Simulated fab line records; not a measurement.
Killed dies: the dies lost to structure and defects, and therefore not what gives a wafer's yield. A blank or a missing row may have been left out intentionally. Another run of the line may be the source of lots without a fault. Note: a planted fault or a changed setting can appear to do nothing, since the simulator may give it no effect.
fab line records	flow sky130
record lots=6	wafers=18	last_day=50
route steps=708 shown CAP2M@613 METAL4@621 PAD_OPEN@708
lots that met no fault: from a run of the same line without faults
start_h: the number of hours between the record's first day and the start of the first shown wafer of the lot	wait_h: hours elapsed since this lot's preceding step	" as in the row above	L1.1+2: a row that stands for several wafers	- no value, or no start was given	* or withheld: withheld	< > ~ a bound
route shown NAME@n: a module of which the file shows steps, and the number in the route of the first	usual: mean/standard deviation taken from wafers without a fault	same: alike in all rows	chamber/n: place in a boat	sites: readings site by site	_std_site: standard deviation across them	_edge_site: inner sites' mean taken away from outer sites' mean	radius_mm: how far each site lies from the wafer's centre	mask NAME#n: copy n	behind: the tool/chamber that last shaped the wafer	hold: the reason the lot was held/the length of the hold in hours/how it ended	device: transistor that didn't switch, given as n, p or np	end of line: the tests these same wafers got at the end of their route	step lacking rows: just its recipe	killed: count of dies lost to structure and defects at first sort (not the wafer's yield)	map: dies across one wafer; x = killed, . = not, _ = none there
set.NAME: the run value of the setting; set.NAME@STEP: its run value at that earlier step	model.NAME: the simulator's own value behind a step, which no gauge read
lots at selected steps of the route; one table per step, one row per wafer
services: the hour from which a tool's chamber was out of use, counted from the record's first day as start_h (under 0 if before that day), plus the number of hours and why
## steps
# step SKY_CAP2M_PEB_10
# recipe temp_c=withheld	time_s=*	resist=NOVOLAK
# step SKY_CAP2M_DEVELOP_11
# recipe resist=NOVOLAK	developer=TMAH	develop_time_s=60	dev_temp_c=23
# step SKY_CAP2M_OVL_MEAS_12
# usual CAP2M_OVL=0.6/1.5
lot.wafer	tool	chamber	start_h	wait_h	CAP2M_OVL[nm]
L193.1	overlay-02	-	986.58	0.1	0.2
L193.5	"	-	"	"	1.1
L193.6	"	-	"	"	0.2
L199.3	overlay-01	-	1024.00	0.1	1.2
L199.4	"	-	"	"	0.6
L199.6	"	-	"	"	0.1
L202.2	overlay-01	-	1046.39	0.1	1.7
L202.5	"	-	"	"	1.4
L202.6	"	-	"	"	1.0
L203.1	overlay-02	-	1053.17	0.1	0.8
L203.2	"	-	"	"	1.3
L203.4	"	-	"	"	2.0
L210.1	overlay-02	-	1097.88	0.1	-2.1
L210.3	"	-	"	"	-1.3
L210.4	"	-	"	"	-2.4
L212.1	overlay-02	-	1100.28	0.1	1.6
L212.2	"	-	"	"	-0.8
L212.6	"	-	"	"	-0.2
# step SKY_CAP2M_METAL_ETCH_13
# recipe target_depth_nm=220	stop_on=SiO2	chemistry=Cl2/BCl3	target=TiN	pressure_mtorr=10	icp_w=900	bias_w=48.5	Cl2_flow_sccm=60	bcl3_flow_sccm=30	time_s=62.9
# usual chamber_pressure_mTorr=10.000/0.0088	drypump_motor_current_A=5.6/0.42	oes_product_au=0.944/0.0081	throttle_valve_pct=21.899/0.0095
lot.wafer	tool	chamber	start_h	wait_h	chamber_pressure_mTorr	drypump_motor_current_A	oes_product_au	rf_hours_counter_h	throttle_valve_pct
L193.1	rie_metal-01	1	986.62	0.0	9.995	5.2	0.948	16	21.895
L193.5	"	0	"	"	10.010	5.7	0.934	-	21.903
L193.6	"	1	"	"	10.005	5.2	0.952	-	21.898
L199.3	rie_metal-04	0	1024.05	0.0	10.002	5.9	0.932	-	21.901
L199.4	"	1	"	"	10.016	5.2	0.941	-	21.903
L199.6	"	1	"	"	10.002	5.2	0.942	-	21.895
L202.2	rie_metal-02	1	1046.42	0.0	10.015	6.4	0.942	22	21.906
L202.5	"	0	"	"	9.992	5.2	0.937	-	21.890
L202.6	"	1	"	"	10.010	6.3	0.936	-	21.898
L203.1	rie_metal-02	1	1053.20	0.0	9.992	6.3	0.944	22	21.895
L203.2	"	0	"	"	10.014	5.2	0.944	15	21.908
L203.4	"	1	"	"	10.003	6.3	0.951	-	21.905
L210.1	rie_metal-04	0	1097.92	0.0	10.017	5.9	0.931	20	21.903
L210.3	"	1	"	"	9.998	5.2	0.945	-	21.892
L210.4	"	0	"	"	10.006	5.9	0.947	-	21.893
L212.1	rie_metal-04	1	1100.32	0.0	10.001	5.2	0.943	2	21.897
L212.2	"	0	"	"	9.981	5.9	0.955	20	21.911
L212.6	"	0	"	"	10.007	5.9	0.938	-	21.904
# step SKY_CAP2M_STRIP_14
# recipe chemistry=O2/N2	power_w=1400	pressure_mtorr=1500	platen_temp_c=withheld	o2_flow_sccm=3000	n2_flow_sccm=300	overash_fraction=0.5
# usual chamber_pressure_mTorr=1500.2/1.3	drypump_motor_current_A=5.9/0.55	n2_flow_sccm=300.0/0.93	oes_product_au=0.710/0.0049	strip_time_to_endpoint_s=12.65/0.048
lot.wafer	tool	chamber	start_h	wait_h	chamber_pressure_mTorr	drypump_motor_current_A	n2_flow_sccm	oes_product_au	rf_hours_counter_h	strip_time_to_endpoint_s
L193.1	plasma_asher-02	1	986.69	0.1	1501.9	5.4	299.8	0.708	25	12.65
L193.5	"	1	"	"	1498.0	5.4	300.5	0.704	-	12.66
L193.6	"	0	"	"	1500.7	5.7	299.8	0.707	-	12.72
L199.3	plasma_asher-01	1	1024.13	0.1	1501.9	5.3	300.9	0.698	-	12.59
L199.4	"	0	"	"	1499.9	5.2	299.6	0.708	-	12.59
L199.6	"	0	"	"	1503.1	5.2	299.8	0.713	-	12.58
L202.2	plasma_asher-01	1	1046.50	0.1	1499.4	5.3	300.1	0.717	60	12.67
L202.5	"	0	"	"	1500.6	5.3	300.1	0.718	-	12.75
L202.6	"	1	"	"	1501.1	5.3	298.5	0.720	-	12.68
L203.1	plasma_asher-02	0	1053.28	0.1	1500.7	5.7	300.7	0.713	32	12.64
L203.2	"	1	"	"	1499.7	5.4	299.2	0.703	32	12.61
L203.4	"	0	"	"	1502.1	5.7	299.1	0.711	-	12.57
L210.1	plasma_asher-03	1	1098.00	0.1	1499.9	6.7	298.2	0.712	97	12.68
L210.3	"	0	"	"	1500.7	5.9	300.4	0.708	-	12.65
L210.4	"	1	"	"	1501.1	6.7	299.5	0.708	-	12.68
L212.1	plasma_asher-03	1	1100.40	0.1	1499.2	6.7	300.5	0.710	97	12.66
L212.2	"	0	"	"	1500.8	5.9	301.2	0.709	97	12.68
L212.6	"	1	"	"	1500.0	6.7	301.1	0.705	-	12.71
# step SKY_CAP2M_STRIP_15
# recipe chemistry=post_etch_residue_remover	time_s=1200	temp_c=72.5
# step SKY_CAP2M_CLEAN_16
# recipe chemistry=IPA	time_s=180	temp_c=25
# step SKY_CAP2M_CLEAN_17
# recipe chemistry=O3/DIW	dry=n2_spin
# step SKY_METAL4_DEHYDRATE_05
# recipe temp_c=200	time_s=60
# step SKY_METAL4_HMDS_06
# recipe prime_time_s=60	prime_temp_c=120
# step SKY_METAL4_COAT_07
# recipe resist=BARC	temp_c=withheld	time_s=withheld	spin_rpm=3000	resist_thk_nm=60
# step SKY_METAL4_COAT_08
# recipe resist=KrF-thick	spin_rpm=3000	resist_thk_nm=1140
# step SKY_METAL4_SOFTBAKE_09
# recipe temp_c=100	time_s=90	resist=KrF-thick
# usual heater_power_total_W=57.35/0.12	run_length_s=118.94/0.15
lot.wafer	tool	chamber	start_h	wait_h	heater_power_total_W	run_length_s
L193.1	litho_track-01	0	999	-	57.28	118.77
L193.5	"	0	"	"	57.40	118.78
L193.6	"	0	"	"	57.24	118.71
L199.3	litho_track-03	0	1035	-	57.38	119.00
L199.4	"	0	"	"	57.09	119.08
L199.6	"	0	"	"	57.23	118.92
L202.2	litho_track-01	0	1057	-	62.52	97.44
L202.5	"	0	"	"	62.60	97.80
L202.6	"	0	"	"	62.61	97.50
L203.1	litho_track-01	0	1063	-	62.38	97.48
L203.2	"	0	"	"	62.56	97.41
L203.4	"	0	"	"	62.45	97.46
L210.1	litho_track-02	0	1108	-	57.43	119.12
L210.3	"	0	"	"	57.32	118.91
L210.4	"	0	"	"	57.33	118.97
L212.1	litho_track-03	0	1111	-	57.39	119.12
L212.2	"	0	"	"	57.55	119.15
L212.6	"	0	"	"	57.23	119.13
# step SKY_METAL4_EXPOSE_10
# recipe mask_id=MM4	na=0.68	source_shape=annular	sigma_inner=0.4	sigma_outer=0.8	target_cd_nm=300	dose_mj=28
# step SKY_PAD_OPEN_PROBE_99
# usual defect_limited_yield=82.2/2	killed_at_M0_to_M3=45/7.2	killed_at_M4_up=3.0/1.8	killed_at_contacts=25/6.1	killed_at_front_end=14/4.4	killed_at_other=0.2/0.44	killed_dies=88/10	killed_open=48/7.4	killed_short=40/6.3	sort_bin_3_pad_short=0.9/0.41	sort_bin_5_function=10.6/1.5	sort_bin_6_memory=6.4/1.2	sort_n_pass=404/10	sort_yield_pct=82.2/2
# same gross_dies=492	killed_at_back_side=0	sort_bin_4_leakage[%]=0	sort_bin_8_speed[%]=0
lot.wafer	tool	chamber	start_h	wait_h	defect_limited_yield[%]	killed_at_M0_to_M3	killed_at_M4_up	killed_at_contacts	killed_at_front_end	killed_at_other	killed_dies	killed_open	killed_short	sort_bin_3_pad_short[%]	sort_bin_5_function[%]	sort_bin_6_memory[%]	sort_n_pass	sort_yield_pct[%]
L193.1	prober-01	-	1105.10	0.1	80.9	40	5	30	19	0	94	46	48	0.8	12.6	5.7	398	80.9
L193.5	prober-01	-	1105.30	0.2	84.6	46	4	14	11	1	76	38	38	1.4	7.9	6.1	416	84.6
L193.6	prober-01	-	1105.35	0.2	83.1	41	3	25	14	0	83	44	39	1.6	9.8	5.5	409	83.1
L199.3	prober-01	-	1137.38	0.2	82.9	50	1	15	18	0	84	51	33	0.6	10.4	6.1	408	82.9
L199.4	prober-01	-	1137.43	0.2	85.0	44	3	16	11	0	74	38	36	0.8	8.3	5.9	418	85.0
L199.6	prober-01	-	1137.53	0.2	79.1	49	8	31	15	0	103	53	50	1.2	11.4	8.3	389	79.1
L202.2	prober-02	-	1152.86	0.1	82.5	45	5	22	14	0	86	49	37	1.0	8.7	7.7	406	82.5
L202.5	prober-02	-	1153.01	0.2	81.9	36	2	33	18	0	89	49	40	0.8	11.2	6.1	403	81.9
L202.6	prober-02	-	1153.06	0.2	79.5	42	2	37	20	0	101	59	42	1.0	13.2	6.3	391	79.5
L203.1	prober-01	-	1160.23	0.1	80.5	45	3	30	17	1	96	45	51	0.4	11.6	7.5	396	80.5
L203.2	prober-01	-	1160.28	0.1	81.3	51	3	32	6	0	92	61	31	1.0	11.2	6.5	400	81.3
L203.4	prober-01	-	1160.38	0.2	79.9	55	3	24	17	0	99	57	42	0.6	11.2	8.3	393	79.9
L210.1	prober-02	-	1195.59	0.1	81.7	33	8	30	19	0	90	50	40	1.0	12.0	5.3	402	81.7
L210.3	prober-02	-	1195.69	0.2	81.3	51	4	23	14	0	92	55	37	0.8	10.4	7.5	400	81.3
L210.4	prober-02	-	1195.74	0.2	83.1	48	6	17	12	0	83	42	41	0.4	11.6	4.9	409	83.1
L212.1	prober-01	-	1197.56	0.1	80.5	46	2	35	13	0	96	51	45	1.2	9.3	8.9	396	80.5
L212.2	prober-01	-	1197.61	0.1	82.7	42	2	22	19	0	85	48	37	0.8	9.3	7.1	407	82.7
L212.6	prober-01	-	1197.81	0.2	80.3	45	1	36	15	0	97	49	48	1.6	13.0	5.1	395	80.3
# killed by level:class
L193.1 CONTACT:geometric_particle:open=10 POLY_GATE:geometric_particle:short=9 LI_CONTACT:geometric_particle:open=9 METAL2:geometric_particle:short=7 VIA3:geometric_particle:open=6 LI_CONTACT:geometric_particle:short=6 VIA2:geometric_particle:open=6 VIA1:geometric_particle:short=5
L193.5 VIA2:geometric_particle:open=9 VIA1:geometric_particle:open=8 VIA1:geometric_particle:short=6 LI_CONTACT:geometric_particle:open=5 VIA3:geometric_particle:open=5 CONTACT:geometric_particle:open=4 METAL2:geometric_particle:short=4 VIA2:geometric_particle:short=4
L193.6 CONTACT:geometric_particle:open=9 LI_CONTACT:geometric_particle:open=8 VIA3:geometric_particle:open=7 POLY_GATE:geometric_particle:short=6 VIA1:geometric_particle:open=6 VIA1:geometric_particle:short=5 CONTACT:geometric_particle:short=5 VIA2:geometric_particle:open=5
L199.3 VIA1:geometric_particle:open=19 VIA1:geometric_particle:short=8 VIA3:geometric_particle:open=6 CONTACT:geometric_particle:open=6 METAL2:geometric_particle:short=5 POLY_GATE:geometric_particle:short=4 POLY_GATE:geometric_particle:open=4 LI_CONTACT:geometric_particle:open=4
L199.4 VIA1:geometric_particle:open=11 VIA2:geometric_particle:open=7 METAL1:geometric_particle:short=7 LOCAL_INTERCONNECT:geometric_particle:short=5 CONTACT:geometric_particle:open=5 CONTACT:geometric_particle:short=4 METAL2:geometric_particle:short=4 VIA3:geometric_particle:open=4
L199.6 VIA1:geometric_particle:open=15 CONTACT:geometric_particle:open=12 VIA2:geometric_particle:open=8 VIA1:geometric_particle:short=7 POLY_GATE:geometric_particle:short=6 LOCAL_INTERCONNECT:geometric_particle:short=6 METAL2:geometric_particle:short=6 METAL4:geometric_particle:short=6
L202.2 VIA1:geometric_particle:open=10 LI_CONTACT:geometric_particle:open=9 VIA1:geometric_particle:short=7 VIA2:geometric_particle:open=7 CONTACT:geometric_particle:open=6 VIA3:geometric_particle:open=6 METAL4:geometric_particle:short=5 FIELD_ISO:geometric_particle:open=4
L202.5 CONTACT:geometric_particle:open=13 FIELD_ISO:geometric_particle:open=8 VIA3:geometric_particle:open=7 FIELD_ISO:geometric_particle:short=6 LOCAL_INTERCONNECT:geometric_particle:short=6 LI_CONTACT:geometric_particle:open=5 CONTACT:geometric_particle:short=5 VIA2:geometric_particle:open=5
L202.6 CONTACT:geometric_particle:open=15 VIA1:geometric_particle:open=12 LI_CONTACT:geometric_particle:open=11 FIELD_ISO:geometric_particle:open=8 METAL1:geometric_particle:short=6 CONTACT:geometric_particle:short=6 VIA3:geometric_particle:open=6 LOCAL_INTERCONNECT:geometric_particle:short=5
L203.1 LI_CONTACT:geometric_particle:open=7 CONTACT:geometric_particle:open=7 VIA2:geometric_particle:open=7 VIA1:geometric_particle:short=7 VIA3:geometric_particle:open=7 FIELD_ISO:geometric_particle:short=6 CONTACT:geometric_particle:short=6 VIA1:geometric_particle:open=6
L203.2 VIA1:geometric_particle:open=13 VIA2:geometric_particle:open=11 CONTACT:geometric_particle:open=9 VIA3:geometric_particle:open=8 LI_CONTACT:geometric_particle:open=7 VIA1:geometric_particle:short=7 LOCAL_INTERCONNECT:geometric_particle:short=6 METAL2:geometric_particle:short=5
L203.4 VIA1:geometric_particle:open=12 VIA2:geometric_particle:open=10 LI_CONTACT:geometric_particle:open=8 VIA3:geometric_particle:open=8 CONTACT:geometric_particle:open=6 LOCAL_INTERCONNECT:geometric_particle:short=5 METAL2:geometric_particle:short=5 CONTACT:geometric_particle:short=5
L210.1 VIA1:geometric_particle:open=11 CONTACT:geometric_particle:open=10 POLY_GATE:geometric_particle:open=7 LI_CONTACT:geometric_particle:open=6 LOCAL_INTERCONNECT:geometric_particle:short=6 CONTACT:geometric_particle:short=6 VIA3:geometric_particle:open=6 FIELD_ISO:geometric_particle:short=5
L210.3 CONTACT:geometric_particle:open=12 VIA1:geometric_particle:open=11 VIA3:geometric_particle:open=9 METAL3:geometric_particle:short=7 VIA2:geometric_particle:open=6 FIELD_ISO:geometric_particle:open=5 VIA1:geometric_particle:short=5 LI_CONTACT:geometric_particle:open=4
L210.4 VIA3:geometric_particle:open=10 METAL1:geometric_particle:short=7 VIA1:geometric_particle:open=7 METAL2:geometric_particle:short=6 VIA2:geometric_particle:open=6 VIA1:geometric_particle:short=5 CONTACT:geometric_particle:open=5 METAL4:geometric_particle:short=5
L212.1 CONTACT:geometric_particle:open=12 METAL2:geometric_particle:short=9 VIA2:geometric_particle:open=8 CONTACT:geometric_particle:short=7 VIA1:geometric_particle:open=7 VIA3:geometric_particle:open=7 LI_CONTACT:geometric_particle:open=6 LOCAL_INTERCONNECT:geometric_particle:short=6
L212.2 VIA1:geometric_particle:open=13 VIA3:geometric_particle:open=8 LI_CONTACT:geometric_particle:open=7 POLY_GATE:geometric_particle:short=6 POLY_GATE:geometric_particle:open=6 CONTACT:geometric_particle:short=6 FIELD_ISO:geometric_particle:open=4 VIA2:geometric_particle:open=4
L212.6 CONTACT:geometric_particle:open=13 VIA1:geometric_particle:open=11 LOCAL_INTERCONNECT:geometric_particle:short=10 FIELD_ISO:geometric_particle:short=8 CONTACT:geometric_particle:short=6 VIA1:geometric_particle:short=6 VIA2:geometric_particle:open=6 VIA3:geometric_particle:short=5
## services
tool	chamber	start_h	hours	kind
plasma_asher-01	-	975.02	0.5	repair
plasma_asher-02	-	996.57	1.5	repair
plasma_asher-03	-	1012.27	28.1	pm
rie_metal-04	-	1026.06	14.6	pm
rie_metal-04	1	1047.30	-	clean
rie_metal-04	1	1047.30	20.5	scheduled_down
rie_metal-04	1	1047.30	20.5	vent_cycle
plasma_asher-01	-	1064.93	1.2	repair
rie_metal-02	1	1073.78	-	clean
rie_metal-02	1	1073.78	27.5	scheduled_down
rie_metal-02	1	1073.78	27.5	vent_cycle
plasma_asher-01	-	1109.68	4.9	repair
## key
first_sign step=SKY_METAL4_SOFTBAKE_09	reading=run_length_s	direction=down	sigmas=99+	usual=*	struck=*
effect step=SKY_METAL4_SOFTBAKE_09	reading=heater_power_total_W	direction=up	sigmas=44	usual=*	struck=*
met_at SKY_METAL4_SOFTBAKE_09
struck_wafers L202.2,L202.5,L202.6,L203.1,L203.2,L203.4
onset_between 999 1057
fault kind=process_parameter_drift	tool=litho_track-01	chamber=-	onset_h=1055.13	steps=SKY_METAL4_SOFTBAKE_09	channel=time_s	offset=*	shape=step	end_h=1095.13	acts_in=*	stated=*
